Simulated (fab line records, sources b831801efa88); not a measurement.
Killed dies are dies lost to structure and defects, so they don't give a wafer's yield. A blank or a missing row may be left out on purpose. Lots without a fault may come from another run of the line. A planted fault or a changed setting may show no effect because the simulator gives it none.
A struck lot beside a sound one | flow sky130 | 18 steps out of a route of 708
Sound: wafers L898.1, L898.3, L898.5. Struck: wafers L888.1, L888.5, L888.6. The cause comes at the end.
At each step with rows: each side's tool, then ch and its chambers, then its first start. Under that, the readings that differ: sound wafers | struck wafers | difference of the means | sigmas: that difference in standard deviations of wafers without a fault.
alike: readings whose means differ by less than 2 such deviations, and words and numbers that are the same on both sides. not compared: withheld readings, readings that some wafer has no value for, bounds like >300 that may hide the same value, and numbers for which the record gives no deviation and whose values overlap.
The two part at a step that has a row with sigmas, a row that says differs or no value, or rows on one side only. Numbers that don't overlap but have no deviation are shown without sigmas and don't part them. A reading that every wafer of one side lacks parts them only if that side has two wafers or more.

first, 9 steps without rows for these wafers: SKY_CAPM_CLEAN_17 (cleans in O3/DIW); SKY_METAL3_DEHYDRATE_05 (time 60 s); SKY_METAL3_HMDS_06 (prime time 60 s); SKY_METAL3_COAT_07 (resist thk 60 nm); SKY_METAL3_COAT_08 (resist thk 1140 nm); SKY_METAL3_SOFTBAKE_09 (time 90 s); SKY_METAL3_EXPOSE_10 (exposes mask MM3, target cd 300 nm); SKY_METAL3_PEB_11; SKY_METAL3_DEVELOP_12 (develop time 60 s).
SKY_METAL3_CD_MEAS_13: target cd 300 nm.
  sound on cd_sem-02, day 43 01:21; struck on cd_sem-02, day 39 13:05
  reading    | sound             | struck            | difference | sigmas
  cd_nm (nm) | 297.7 297.4 297.0 | 303.1 301.8 303.4 | +5.4       | +3
SKY_METAL3_OVL_MEAS_14:
  sound on overlay-01, day 43 01:28; struck on overlay-02, day 39 13:12
  alike: METAL3_OVL
SKY_METAL3_DESCUM_15: chemistry O2, time 8 s.
  sound on rie_metal-04 ch 0,1, day 43 01:30; struck on rie_metal-02 ch 0,1, day 39 13:14
  alike: drypump_motor_current_A, oes_product_au
  not compared: rf_hours_counter_h
SKY_METAL3_ETCH_16: etches BARC in N2/H2, stops on SiO2, time 88.2 s, target depth 60 nm.
  sound on rie_metal-04 ch 0,1, day 43 01:32; struck on rie_metal-02 ch 0,1, day 39 13:16
  no value came back on the struck wafers for any of 5 readings (bias_w (W), chamber_pressure_mTorr (mTorr) and others); on the sound wafers bias_w (W) reads 100.26 99.55 100.17
  reading                                       | sound          | struck         | difference | sigmas
  model.KrF-thick_of_METAL3_COAT_08.thk_nm (nm) | 1083 1081 1082 | 1140 1136 1137 | +56        |
  not compared: rf_hours_counter_h
SKY_METAL3_ETCH_17: etches SiO2 in C4F8/O2/Ar, stops on TiN, time 3.9 s, target depth 15 nm.
  sound on rie_diel-03 ch 1,2, day 43 01:38; struck on rie_diel-03 ch 0,1,3, day 39 13:22
  reading               | sound             | struck            | difference | sigmas
  oes_product_au (a.u.) | 0.741 0.750 0.759 | 0.375 0.379 0.373 | -0.374     | -48
  alike: bias_w, chamber_pressure_mTorr
  not compared: rf_hours_counter_h
SKY_METAL3_METAL_ETCH_18: etches the open film in Cl2/BCl3, stops on SiO2, target depth 845 nm, time 183.1 s.
  sound on rie_metal-02 ch 0,1, day 43 01:39; struck on rie_metal-04 ch 0,1, day 39 13:23
  reading                                       | sound             | struck            | difference | sigmas
  oes_product_au (a.u.)                         | 0.869 0.867 0.870 | 0.372 0.368 0.372 | -0.498     | -79
  model.KrF-thick_of_METAL3_COAT_08.thk_nm (nm) | 544 543 527       | 600.3 574.1 592.7 | +51.0      |
  alike: bcl3_flow_sccm, bias_w, drypump_motor_current_A, mfc_cl2_sccm, throttle_valve_pct
  not compared: rf_hours_counter_h
SKY_METAL3_STRIP_19: strips in O2/N2.
  sound on plasma_asher-01 ch 0,1, day 43 01:50; struck on plasma_asher-03 ch 0,1, day 39 13:34
  reading                      | sound             | struck            | difference | sigmas
  oes_product_au (a.u.)        | 0.508 0.508 0.499 | 0.525 0.526 0.521 | +0.019     | +3
  strip_time_to_endpoint_s (s) | 6.70 6.70 6.53    | 7.23 6.99 7.20    | +0.50      | +5
  alike: drypump_motor_current_A
  not compared: rf_hours_counter_h
then, 1 step without rows for these wafers: SKY_METAL3_STRIP_20 (strips in post etch residue remover, time 1200 s).
-- the record jumps here: 7 days lie between the struck wafers' starts before and after (it left off in module METAL3 and takes up again in module PAD_OPEN, whose first step shown is number 708 of the route) --
SKY_PAD_OPEN_PROBE_99:
  sound on prober-02, day 49 08:59; struck on prober-02, day 46 14:32
  reading                  | sound          | struck         | difference | sigmas
  defect_limited_yield (%) | 82.1 83.1 82.5 | 0 0 0          | -83        | -43
  killed_at_M0_to_M3       | 39 46 42       | 447 441 454    | +405       | +55
  killed_dies              | 88 83 86       | 492 492 492    | +406       | +44
  killed_on_rim            | 21 19 16       | 96 96 96       | +77        | +22
  sort_bin_5_function (%)  | 11.0 11.2 10.0 | 94.1 92.5 93.1 | +82.5      | +55
  sort_n_pass              | 404 409 406    | 0 0 0          | -406       | -44
  sort_yield_pct (%)       | 82.1 83.1 82.5 | 0 0 0          | -83        | -43
  alike: killed_at_M4_up, killed_at_contacts, killed_at_front_end, killed_at_other, killed_open, killed_short, sort_bin_3_pad_short, sort_bin_6_memory

WHERE THEY PART
First at SKY_METAL3_CD_MEAS_13; last, within this record, at SKY_PAD_OPEN_PROBE_99.

WHY: what the simulator had put in
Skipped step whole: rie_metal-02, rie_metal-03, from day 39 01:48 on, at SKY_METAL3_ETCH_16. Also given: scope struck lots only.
